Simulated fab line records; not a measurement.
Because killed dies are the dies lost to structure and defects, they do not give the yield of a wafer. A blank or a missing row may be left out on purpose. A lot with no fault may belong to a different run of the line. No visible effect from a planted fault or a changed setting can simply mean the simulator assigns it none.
Which tool did it?	flow sky130	39 wafers from 13 lots sampled at 5 of the route's 708 steps

## WHAT THE GAUGES READ, wafer by wafer
SKY_VT_ADJUST_LVTN_OVL_MEAS_18. Usual: VT_ADJUST_LVTN_01_OVL typically reads 0.5 nm, with standard deviation 1.6.
lot	measured	on	VT_ADJUST_LVTN_01_OVL (nm)	flag
L304	day 7 19:19	overlay-01	0.0 -0.2 1.1	
L305	day 8 01:55	overlay-01	-2.3 -2.6 -2.6	
L307	day 8 14:55	overlay-01	-0.7 0.4 0.0	
L309	day 9 03:25	overlay-01	-0.2 -1.4 -1.3	
L311	day 9 19:49	overlay-01	-3.8 -2.3 -3.5	
L312	day 9 23:52	overlay-01	4.0 2.7 0.7	
L313	day 10 05:34	overlay-01	1.2 0.9 0.1	
L314	day 10 14:40	overlay-01	0.8 2.4 0.4	
L317	day 11 12:40	overlay-02	2.8 4.0 2.2	
L318	day 11 16:10	overlay-02	-0.8 -1.3 0.7	
L319	day 11 19:42	overlay-01	-0.2 1.5 1.8	
L321	day 12 15:28	overlay-02	-2.4 -1.9 -2.5	
L323	day 13 02:11	overlay-02	-0.3 0.8 -0.1	

SKY_GATE_OXIDE_OVL_MEAS_10. Usual: GATE_OXIDE_OVL typically reads -1.0 nm, with standard deviation 1.3.
lot	measured	on	GATE_OXIDE_OVL (nm)	flag
L304	day 14 00:52	overlay-01	1.7 1.8 0.9	
L305	day 14 04:37	overlay-02	-1.3 -0.9 -0.7	
L307	day 14 20:11	overlay-02	-0.8 -0.9 -1.3	
L309	day 15 16:46	overlay-01	0.6 -0.6 1.0	
L311	day 16 12:22	overlay-02	0.7 1.5 1.8	
L312	day 16 16:25	overlay-02	-183.9 -185.1 -184.5	OFF
L313	day 17 01:16	overlay-02	-184.4 -185.3 -185.7	OFF
L314	day 17 07:58	overlay-01	1.7 0.6 2.0	
L317	day 18 15:04	overlay-01	-2.7 -3.7 -1.6	
L318	day 18 19:28	overlay-02	-184.7 -183.9 -185.5	OFF
L319	day 19 06:10	overlay-02	-1.7 -0.6 -1.0	
L321	day 20 01:22	overlay-01	-1.2 -3.4 -0.1	
L323	day 20 16:11	overlay-01	0.7 0.8 1.2	

SKY_POLY_GATE_THK_MEAS_01. Usual: POLY_GATE_CVD_00_THK typically reads 179.8 nm, with standard deviation 1.9.
lot	measured	on	POLY_GATE_CVD_00_THK (nm)	flag
L304	day 14 04:47	filmMetro-02	177.8 178.4 178.9	
L305	day 14 07:58	filmMetro-01	178.1 176.9 177.5	
L307	day 14 23:52	filmMetro-01	178.9 177.0 177.8	
L309	day 15 21:37	filmMetro-03	180.1 183.2 180.7	
L311	day 16 15:43	filmMetro-02	180.8 180.1 181.5	
L312	day 16 20:35	filmMetro-01	178.6 177.8 176.6	
L313	day 17 04:30	filmMetro-02	182.0 181.6 181.4	
L314	day 17 13:07	filmMetro-03	180.9 180.1 181.1	
L317	day 18 21:19	filmMetro-02	178.4 177.3 177.3	
L318	day 19 00:21	filmMetro-02	180.5 179.9 180.2	
L319	day 19 10:52	filmMetro-01	179.4 180.2 178.6	
L321	day 20 04:37	filmMetro-02	181.9 181.1 181.4	
L323	day 20 19:26	filmMetro-02	179.5 179.7 179.9	

## EACH LOT AND THE TOOL THAT RAN IT (in order: tool; ch and the chambers of the sampled wafers; start)
lot	SKY_SONOS_ONO_ETCH_15	SKY_GATE_OXIDE_EXPOSE_07
L304	rieDiel-02 ch 0,1,3, day 12 20:28	ilineStepper-01 ch 0, day 13 12:07
L305	rieDiel-01 ch 0,2, day 13 01:07	ilineStepper-01 ch 0, day 13 16:05
L307	rieDiel-04 ch 0,3, day 13 15:37	ilineStepper-01 ch 0, day 14 07:23
L309	rieDiel-02 ch 2,3, day 14 11:04	ilineStepper-02 ch 0, day 15 02:59
L311	rieDiel-04 ch 0,1,2, day 15 05:25	ilineStepper-02 ch 0, day 15 22:13
L312	rieDiel-01 ch 0,1,3, day 15 10:13	ilineStepper-02 ch 0, day 16 02:38
L313	rieDiel-04 ch 1,2, day 15 17:16	ilineStepper-02 ch 0, day 16 10:56
L314	rieDiel-01 ch 0,2,3, day 16 01:28	ilineStepper-01 ch 0, day 16 17:26
L317	rieDiel-01 ch 0,1,3, day 17 06:10	ilineStepper-01 ch 0, day 17 23:40
L318	rieDiel-02 ch 2,3, day 17 11:25	ilineStepper-02 ch 0, day 18 04:02
L319	rieDiel-01 ch 0,1,3, day 17 18:46	ilineStepper-01 ch 0, day 18 15:08
L321	rieDiel-04 ch 0,2,3, day 18 14:58	ilineStepper-01 ch 0, day 19 09:53
L323	rieDiel-01 ch 0,1,3, day 19 05:13	ilineStepper-01 ch 0, day 20 01:12
- SKY_SONOS_ONO_ETCH_15: etches the open film in CHF3/O2, target depth 19.52 nm, time 7.8 s.
- SKY_GATE_OXIDE_EXPOSE_07: exposes mask LVOM, target cd 600 nm.

## WHAT THE TOOLS THEMSELVES READ (means of the sampled wafers that have a number; where no wafer has one, the mark that the record gives instead)
SKY_SONOS_ONO_ETCH_15. Usual: chamberPressureMTorr 40.00 mTorr, standard deviation 0.034; drypumpMotorCurrentA 5.8 A, standard deviation 0.41; oesProductAu 1.003 a.u., standard deviation 0.0092; throttleValvePct 8.825 %, standard deviation 0.0085.
lot	tool	chamberPressureMTorr (mTorr)	drypumpMotorCurrentA (A)	oesProductAu (a.u.)	throttleValvePct (%)	flag
L304	rieDiel-02	40.04	5.7	1.009	8.826	
L305	rieDiel-01	39.99	5.9	1.000	8.824	
L307	rieDiel-04	39.99	5.8	0.997	8.828	
L309	rieDiel-02	39.99	5.5	1.004	8.835	
L311	rieDiel-04	40.02	5.9	0.990	8.826	
L312	rieDiel-01	40.00	5.6	1.006	8.838	
L313	rieDiel-04	39.99	5.9	0.999	8.814	
L314	rieDiel-01	40.01	5.8	1.003	8.826	
L317	rieDiel-01	39.97	5.6	1.005	8.827	
L318	rieDiel-02	40.04	6.0	1.009	8.820	
L319	rieDiel-01	39.99	5.6	1.004	8.827	
L321	rieDiel-04	39.98	5.8	1.003	8.821	
L323	rieDiel-01	39.99	5.6	1.007	8.832	

## THE ANSWER, worked out from the rows above alone
Rule: take the mean of a lot's wafers that have a number; if it is more than 3 standard deviations from the usual mean, the lot is off. A lot without any number at a reading at which 4 lots or more have one is off too. Where the step has rows for the other lots, those lots are counted as sound. After the gauges, taken in route order, come the tools' own readings; for these a lot's mean is taken, as printed above. At the first step where some lot is off, the reading lying furthest off is the one used; lots without a number count as furthest.
Off: L312, L313, L318, seen at SKY_GATE_OXIDE_OVL_MEAS_10 (GATE_OXIDE_OVL).
If a tool, at a process step before that reading, ran all the lots that are off and no sound lot after the first of them, it fits. Those tools and the gauges at SKY_GATE_OXIDE_OVL_MEAS_10 are tried in the same way. One fits: SKY_GATE_OXIDE_EXPOSE_07 on ilineStepper-02. Its last sound lot is L311 (day 15 22:13), its first lot that is off L312 (day 16 02:38): a fault that began between those two fits.

## WHAT THE SIMULATOR HAD INSERTED
Scanner matching overlay: ilineStepper-02, from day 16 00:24 on, at SKY_GATE_OXIDE_EXPOSE_07. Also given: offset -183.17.
Shown lots that were struck: L312, L313, L318. This agrees with what the rule above found.
